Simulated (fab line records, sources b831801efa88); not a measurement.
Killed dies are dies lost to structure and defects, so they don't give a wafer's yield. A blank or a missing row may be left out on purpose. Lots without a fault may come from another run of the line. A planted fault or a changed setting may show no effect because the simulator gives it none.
A struck lot beside a sound one | flow sky130 | 19 steps out of a route of 708
Sound: wafers L503.1, L503.3, L503.5. Struck: wafers L509.3, L509.4, L509.6. The cause comes at the end.
At each step with rows: each side's tool, then ch and its chambers, then its first start. Under that, the readings that differ: sound wafers | struck wafers | difference of the means | sigmas: that difference in standard deviations of wafers without a fault.
alike: readings whose means differ by less than 2 such deviations, and words and numbers that are the same on both sides. not compared: withheld readings, readings that some wafer has no value for, bounds like >300 that may hide the same value, and numbers for which the record gives no deviation and whose values overlap.
The two part at a step that has a row with sigmas, a row that says differs or no value, or rows on one side only. Numbers that don't overlap but have no deviation are shown without sigmas and don't part them. A reading that every wafer of one side lacks parts them only if that side has two wafers or more.

first, 5 steps without rows for these wafers: SKY_VIA1_ETCH_15 (etches SiO2 in C4F8/O2/Ar, stops on TiN, target depth 351 nm, time 54 s); SKY_VIA1_STRIP_16 (strips in O2/N2); SKY_VIA1_STRIP_17 (strips in post etch residue remover, time 1200 s); SKY_VIA1_CLEAN_18 (cleans in IPA, time 180 s); SKY_VIA1_CLEAN_19 (cleans in O3/DIW).
SKY_VIA1_SPUTTER_20: material TiN, target thk 20 nm, time 80 s.
  sound on pvd_sputter-03, day 34 07:29; struck on pvd_sputter-02, day 35 18:58
  alike: cathode_dc_power_W, chamber_pressure_pa, throttle_valve_pct
then, 1 step without rows for these wafers: SKY_VIA1_CVD_21 (deposits W, target thk 270 nm, time 80.902 s).
SKY_VIA1_RS_MEAS_22: measures by four-point-probe.
  sound on film_metro-01, day 34 07:39; struck on film_metro-01, day 35 19:10
  reading            | sound             | struck            | difference | sigmas
  VIA1_W_RS (ohm/sq) | 0.426 0.425 0.419 | 0.435 0.441 0.438 | +0.015     | +3
SKY_VIA1_THK_MEAS_23: measures by xrf.
  sound on film_metro-01, day 34 07:46; struck on film_metro-01, day 35 19:16
  reading         | sound       | struck      | difference | sigmas
  VIA1_W_THK (nm) | 271 272 276 | 266 264 264 | -8         | -3
SKY_VIA1_CMP_24: polishes, stops on SiO2, t overpolish 15 s, target thk 0 nm.
  sound on cmp-02 ch 1,2, day 34 07:53; struck on cmp-02 ch 1,2,3, day 35 19:18
  alike: motor_current_A, overpolish_run_s, time_to_endpoint_s
SKY_METAL2_SPUTTER_00: material Ti, target thk 15 nm, time 10 s.
  sound on pvd_sputter-02, day 34 08:08; struck on pvd_sputter-04, day 35 19:36
  reading                | sound                | struck               | difference | sigmas
  cathode_dc_power_W (W) | 3000.8 2999.9 3000.7 | 2999.4 2998.9 2999.0 | -1.4       | -3
  alike: chamber_pressure_pa, throttle_valve_pct
SKY_METAL2_SPUTTER_01: material TiN, target thk 20 nm, time 16.7 s.
  sound on pvd_sputter-02, day 34 08:09; struck on pvd_sputter-04, day 35 19:37
  alike: cathode_dc_power_W, chamber_pressure_pa, throttle_valve_pct
SKY_METAL2_SPUTTER_02: material AlCu, target thk 250 nm, time 13.3 s.
  sound on pvd_sputter-02, day 34 08:11; struck on pvd_sputter-04, day 35 19:39
  no value came back on the struck wafers for cathode_dc_power_W (W), chamber_pressure_pa (Pa), throttle_valve_pct (%); on the sound wafers cathode_dc_power_W (W) reads 10602 10600 10596
SKY_METAL2_SPUTTER_03: material Ti, target thk 5 nm, time 3.3 s.
  sound on pvd_sputter-02, day 34 08:12; struck on pvd_sputter-04, day 35 19:40
  reading                  | sound                | struck               | difference | sigmas
  chamber_pressure_pa (Pa) | 0.3994 0.3986 0.3984 | 0.4006 0.4001 0.4012 | +0.0018    | +2
  alike: cathode_dc_power_W, throttle_valve_pct
then, 1 step without rows for these wafers: SKY_METAL2_SPUTTER_04 (material TiN, target thk 70 nm, time 58.3 s).
SKY_METAL2_RS_MEAS_05: measures by four-point-probe.
  sound on film_metro-03, day 34 08:16; struck on film_metro-01, day 35 19:47
  reading                 | sound                | struck               | difference | sigmas
  METAL2_ALCU_RS (ohm/sq) | 0.1277 0.1274 0.1279 | 8.6897 8.6592 8.6268 | +8.5309    | +99 or more
SKY_METAL2_THK_MEAS_06: measures by xrf.
  sound on film_metro-03, day 34 08:23; struck on film_metro-01, day 35 19:53
  reading              | sound       | struck   | difference | sigmas
  METAL2_ALCU_THK (nm) | 251 252 249 | <1 <1 <1 | differs    |
then, 1 step without rows for these wafers: SKY_METAL2_DEHYDRATE_07 (time 60 s).
-- the record jumps here: 11 days lie between the struck wafers' starts before and after (it left off in module METAL2 and takes up again in module PAD_OPEN, whose first step shown is number 708 of the route) --
SKY_PAD_OPEN_PROBE_99:
  sound on prober-01, day 46 01:38; struck on prober-01, day 47 05:25
  reading                  | sound          | struck         | difference | sigmas
  defect_limited_yield (%) | 79.1 83.7 82.3 | 0 0 0          | -82        | -41
  killed_at_M0_to_M3       | 58 34 49       | 441 437 457    | +398       | +59
  killed_dies              | 103 80 87      | 492 492 492    | +402       | +41
  killed_on_rim            | 24 21 20       | 96 96 96       | +74        | +23
  sort_bin_5_function (%)  | 13.0 10.2 12.2 | 94.1 92.7 93.3 | +81.6      | +54
  sort_n_pass              | 389 412 405    | 0 0 0          | -402       | -41
  sort_yield_pct (%)       | 79.1 83.7 82.3 | 0 0 0          | -82        | -41
  alike: killed_at_M4_up, killed_at_contacts, killed_at_front_end, killed_at_other, killed_open, killed_short, sort_bin_3_pad_short, sort_bin_6_memory

WHERE THEY PART
First at SKY_VIA1_RS_MEAS_22; last, within this record, at SKY_PAD_OPEN_PROBE_99.

WHY: what the simulator had put in
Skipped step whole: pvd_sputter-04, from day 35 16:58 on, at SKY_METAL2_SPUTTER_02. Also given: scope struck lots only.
